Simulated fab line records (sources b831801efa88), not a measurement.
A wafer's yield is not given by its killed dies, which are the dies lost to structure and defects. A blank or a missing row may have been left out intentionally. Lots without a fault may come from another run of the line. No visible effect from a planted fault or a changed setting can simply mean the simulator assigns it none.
Which tool is to blame? + flow sky130 + 11 lots with 33 wafers sampled at 3 steps, on a route of 708 steps

## WHAT THE GAUGES READ, wafer by wafer
SKY_VIA3_BOW_MEAS_03. Usual: for VIA3_BOW the level is 77 um and the standard deviation is 8.
| lot  | measured     | on            | VIA3_BOW (um) | flag |
|------|--------------|---------------|---------------|------|
| L457 | day 40 18:06 | film metro-04 | 79 85 93      |      |
| L458 | day 40 19:55 | film metro-04 | 76 79 75      |      |
| L460 | day 40 22:27 | film metro-02 | 68 75 69      |      |
| L461 | day 41 02:23 | film metro-02 | 80 72 83      |      |
| L462 | day 41 10:38 | film metro-02 | 66 72 80      |      |
| L465 | day 42 07:06 | film metro-04 | 74 83 77      |      |
| L466 | day 42 17:15 | film metro-02 | 77 81 72      |      |
| L468 | day 43 12:47 | film metro-04 | 71 68 81      |      |
| L469 | day 43 18:42 | film metro-04 | 89 79 86      |      |
| L473 | day 44 10:37 | film metro-04 | 62 77 80      |      |
| L475 | day 46 18:11 | film metro-02 | 64 80 80      |      |

SKY_CAP2M_THK_MEAS_01. Usual: for CAP2M_CVD_00_THK the level is 15.57 nm and the standard deviation is 0.22.
| lot  | measured     | on            | CAP2M_CVD_00_THK (nm) | flag |
|------|--------------|---------------|-----------------------|------|
| L457 | day 41 19:52 | film metro-03 | 15.42 15.66 15.46     |      |
| L458 | day 41 22:23 | film metro-01 | 15.89 15.81 15.86     |      |
| L460 | day 42 00:22 | film metro-03 | 15.48 15.93 15.75     |      |
| L461 | day 42 04:08 | film metro-02 | 15.04 15.48 15.44     |      |
| L462 | day 42 11:43 | film metro-02 | 15.74 15.64 15.96     |      |
| L465 | day 43 07:50 | film metro-02 | 15.55 15.58 15.89     |      |
| L466 | day 43 18:08 | film metro-02 | 15.25 15.65 15.53     |      |
| L468 | day 44 13:01 | film metro-01 | 15.60 15.76 15.61     |      |
| L469 | day 44 19:29 | film metro-01 | 15.37 15.42 15.72     |      |
| L473 | day 45 09:52 | film metro-03 | 15.46 15.41 15.67     |      |
| L475 | day 47 14:19 | film metro-01 | 15.54 15.46 15.65     |      |

## EACH LOT AND THE TOOL THAT RAN IT (in order: tool; ch and the chambers of the sampled wafers; start)
| lot  | SKY_VIA3_SPUTTER_20          |
|------|------------------------------|
| L457 | pvd sputter-03, day 41 19:01 |
| L458 | pvd sputter-04, day 41 21:33 |
| L460 | pvd sputter-02, day 41 23:30 |
| L461 | pvd sputter-03, day 42 03:17 |
| L462 | pvd sputter-03, day 42 10:52 |
| L465 | pvd sputter-04, day 43 06:59 |
| L466 | pvd sputter-02, day 43 17:16 |
| L468 | pvd sputter-03, day 44 12:10 |
| L469 | pvd sputter-04, day 44 18:38 |
| L473 | pvd sputter-04, day 45 09:01 |
| L475 | pvd sputter-03, day 47 13:29 |
- SKY_VIA3_SPUTTER_20: material TiN, target thk 20 nm, time 80 s.

## WHAT THE TOOLS THEMSELVES READ (means of the sampled wafers that have a number; where no wafer has one, the mark that the record gives instead)
SKY_VIA3_SPUTTER_20. Usual: cathode dc power W 4000.0 W, standard deviation 0.71; throttle valve pct 30.5 %, standard deviation 1.2.
| lot  | tool           | cathode dc power W (W) | throttle valve pct (%) | flag |
|------|----------------|------------------------|------------------------|------|
| L457 | pvd sputter-03 | 4000.3                 | 32.5                   |      |
| L458 | pvd sputter-04 | 3999.6                 | 29.9                   |      |
| L460 | pvd sputter-02 | 4000.0                 | 29.9                   |      |
| L461 | pvd sputter-03 | 3999.8                 | 30.2                   |      |
| L462 | pvd sputter-03 | 3999.9                 | 30.6                   |      |
| L465 | pvd sputter-04 | 3999.7                 | 30.3                   |      |
| L466 | pvd sputter-02 | 4000.8                 | 28.7                   |      |
| L468 | pvd sputter-03 | 3999.6                 | 30.7                   |      |
| L469 | pvd sputter-04 | 4000.3                 | 30.3                   |      |
| L473 | pvd sputter-04 | 3999.5                 | 29.7                   |      |
| L475 | pvd sputter-03 | 3999.7                 | 30.7                   |      |

## THE ANSWER, worked out from the rows above alone
Rule: a lot is off if the mean of its wafers that have a number lies more than 3 standard deviations from the usual mean. Also off: a lot with no number at a reading for which 4 or more lots have one. The other lots that the step has rows for count as sound. After the gauges, taken in route order, come the tools' own readings; for these a lot's mean is taken, as printed above. The first step at which some lot is off is used, and at that step the reading that is off furthest; a lot without a number counts as furthest.
Nothing can be told from this: no lot is off at any reading shown.

## WHAT THE SIMULATOR HAD INSERTED
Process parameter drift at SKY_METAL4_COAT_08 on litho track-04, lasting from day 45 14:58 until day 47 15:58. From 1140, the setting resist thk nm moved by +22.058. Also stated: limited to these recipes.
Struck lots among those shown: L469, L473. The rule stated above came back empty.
